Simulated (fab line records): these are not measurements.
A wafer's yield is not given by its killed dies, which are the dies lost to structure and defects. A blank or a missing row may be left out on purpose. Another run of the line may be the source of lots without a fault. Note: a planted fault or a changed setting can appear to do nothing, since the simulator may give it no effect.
Problem report, 8D (eight disciplines) form, completed by code || flow gf180mcu || the parts of the form that need people (team, actions taken, sign-off) are left out

1. PROBLEM STATEMENT
Mean MVPSD_TW at GF_MVPSD_TW_MEAS_11: 414 over 6 wafers in 2 lots; fault-free wafers: 557, standard deviation 4.6. Measured from the usual mean, that is -31 standard deviations.
Seen first at day 7 11:43 on film metro-01, wafer L987.2. Wafers with a number at this step in the record: 33, from 11 lots. The rule behind "out" and "out of limits": a value lying over 4 standard deviations away from the usual mean. The other wafers with a number count as sound.

2. WHAT THIS IS AND IS NOT
{"question": "which readings at this step", "is": "MVPSD_TW", "is not": "-"}
{"question": "which lots", "is": "L987, L988", "is not": "L100, L978, L979, L981, L983, L990, L997, L998, L999"}
{"question": "which wafers of those lots", "is": "all that have a number", "is not": "-"}
{"question": "read on which gauges", "is": "film metro-01", "is not": "film metro-03, film metro-04"}
{"question": "when", "is": "from day 7 11:43", "is not": "up to then (12 sound wafers); but 15 sound wafers of L100, L990, L997, L998, L999 came after"}

3. SUSPECTS, AND WHAT RULES EACH OUT
Counting: a tool stays on the suspect list if, at a process step up to the reading, it processed all lots that are out and no sound lot following the first of them.
- the gauge at GF_MVPSD_TW_MEAS_11 is ruled out. All the wafers that are out were read on film metro-01, but those of them that GF_MVPSD_IMPLANT_08 has rows for are out there too, on other tools.
- implanter-04 at GF_MVPSD_IMPLANT_08: ruled out as a lasting fault. The sound lots L998, L999 went through it after L987, its earliest lot that is out (day 7 11:19).
Left after counting: nothing in the record.

4. THE CAUSE (what the simulator had put in)
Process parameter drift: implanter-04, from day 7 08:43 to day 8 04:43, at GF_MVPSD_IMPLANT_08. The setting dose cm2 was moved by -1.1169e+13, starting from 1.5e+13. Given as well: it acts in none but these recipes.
It was ruled out by counting, in error; the rule expects a fault to strike all lots run on its tool from its start on, and this fault did not.

5. THE EFFECT CHAIN, in route order
One row per reading whose mean, taken over the struck wafers that have a number, lies over 3 standard deviations from the usual. Only readings for which the record gives a usual standard deviation are gone through. hours: the time from each lot's start at the first step in this table that gives one to its start at this step, as a median over the lots. sigmas: the change in usual standard deviations.
{"hours": 0, "step": "GF_MVPSD_IMPLANT_08", "reading": "dose ions cm2", "usual": 1.4998e+13, "on struck wafers": 3.8235e+12, "change": -1.1174e+13, "sigmas": "-99 or more"}
{"hours": 0, "step": "GF_MVPSD_IMPLANT_08", "reading": "faraday current uA", "usual": 84.5, "on struck wafers": 21.6, "change": -63.0, "sigmas": -35}
{"hours": 0, "step": "GF_MVPSD_TW_MEAS_11", "reading": "MVPSD_TW", "usual": 557, "on struck wafers": 414, "change": -143, "sigmas": -31}
{"hours": 70, "step": "GF_VT_IMPLANT_RS_MEAS_49", "reading": "MVPSD_RS", "usual": "1168 ohm/sq", "on struck wafers": 2182, "change": "+1014", "sigmas": "+99 or more"}
Here are the process steps it includes:
- GF_MVPSD_IMPLANT_08

6. WHAT WOULD HAVE CAUGHT IT SOONER
3 hours passed between the start of the fault at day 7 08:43 and the first reading out of limits at a measuring or inspecting step in this record, taken at day 7 11:43.
Tool's own readings at GF_MVPSD_IMPLANT_08, dose ions cm2, faraday current uA: out on all struck wafers the step has rows for; an alarm limit on them would have tripped on the first.
